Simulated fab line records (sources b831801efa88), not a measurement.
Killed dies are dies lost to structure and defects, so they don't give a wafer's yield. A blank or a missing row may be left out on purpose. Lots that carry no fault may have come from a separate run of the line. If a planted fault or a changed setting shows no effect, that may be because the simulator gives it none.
Chamber matching + flow sfq line + SFQ_TRILAYER_I6_CMP_CMP_166 on cmp-02: 4 sister chambers
The step polishes SiO2. 16 wafers are shown with their chamber, then 8 later ones without.

== WAFERS, EACH WITH ITS CHAMBER ==
| wafer  | chamber | motor current A (A) | time to endpoint s (s) | slurry filter dp kPa (kPa) |
|--------|---------|---------------------|------------------------|----------------------------|
| L354.3 | 1       | 10.4                | 219                    | 13.45                      |
| L354.1 | 0       | 11.5                | 211                    | 13.46                      |
| L354.6 | 1       | 9.9                 | 217                    | 13.59                      |
| L357.2 | 3       | 9.5                 | 207                    | 13.41                      |
| L357.3 | 0       | 11.7                | 213                    | 13.35                      |
| L357.5 | 2       | 11.2                | 222                    | 13.65                      |
| L358.3 | 3       | 9.2                 | 214                    | 13.59                      |
| L358.4 | 0       | 11.0                | 219                    | 13.45                      |
| L358.5 | 0       | 11.1                | 225                    | 13.53                      |
| L360.1 | 1       | 10.0                | 211                    | 13.49                      |
| L360.3 | 2       | 10.7                | 210                    | 13.26                      |
| L360.6 | 2       | 10.6                | 207                    | 13.46                      |
| L362.1 | 0       | 10.6                | 217                    | 13.64                      |
| L362.4 | 1       | 10.1                | 213                    | 13.50                      |
| L362.5 | 3       | 9.6                 | 219                    | 13.45                      |
| L368.1 | 3       | 9.2                 | 216                    | 13.52                      |

SIGNATURES (means of the wafers above)
| reading              | chamber 0 | chamber 1 | chamber 2 | chamber 3 | scatter within a chamber |
|----------------------|-----------|-----------|-----------|-----------|--------------------------|
| motor current A      | 11.180    | 10.100    | 10.833    | 9.375     | 0.319                    |
| time to endpoint s   | 217.00    | 215.00    | 213.00    | 214.00    | 5.51                     |
| slurry filter dp kPa | 13.4860   | 13.5075   | 13.4567   | 13.4925   | 0.112                    |
Rule: a wafer's distance from a chamber is the root of the sum, over the readings, of the square of ((its reading less the chamber's mean) divided by the reading's scatter). If the next closest chamber is less than 2 further off than the closest, the wafer can't be placed; otherwise it belongs to the closest. The scatter: take each reading less its chamber's mean, square it, sum over the shown wafers, divide by the number of wafers less the number of chambers, and take the root.

== WAFERS WHOSE CHAMBER IS MISSING ==
| wafer  | motor current A (A) | time to endpoint s (s) | slurry filter dp kPa (kPa) |
|--------|---------------------|------------------------|----------------------------|
| L368.3 | 11.6                | 225                    | 13.88                      |
| L368.5 | 11.2                | 229                    | 13.51                      |
| L371.1 | 10.0                | 207                    | 13.23                      |
| L371.3 | 11.0                | 219                    | 13.29                      |
| L371.6 | 10.5                | 220                    | 13.53                      |
| L372.1 | 11.2                | 213                    | 13.40                      |
| L372.3 | 9.4                 | 214                    | 13.38                      |
| L372.6 | 10.4                | 211                    | 13.44                      |

== CHAMBER TAKEN BY EACH ==
| wafer  | from the rows above               | in truth |
|--------|-----------------------------------|----------|
| L368.3 | can't be placed: 0 or 2           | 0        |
| L368.5 | can't be placed: 0 or 2           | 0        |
| L371.1 | can't be placed: 1 or 3 or 2 or 0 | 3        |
| L371.3 | can't be placed: 0 or 2 or 1      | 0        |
| L371.6 | can't be placed: 1 or 2 or 0      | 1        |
| L372.1 | can't be placed: 0 or 2           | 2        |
| L372.3 | can't be placed: 3 or 1           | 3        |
| L372.6 | can't be placed: 1 or 2 or 0 or 3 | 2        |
Correctly placed: 0 of 8. From these rows, 8 cannot be placed; in 8 the true chamber is one of the candidates. Placed wrongly: 0.
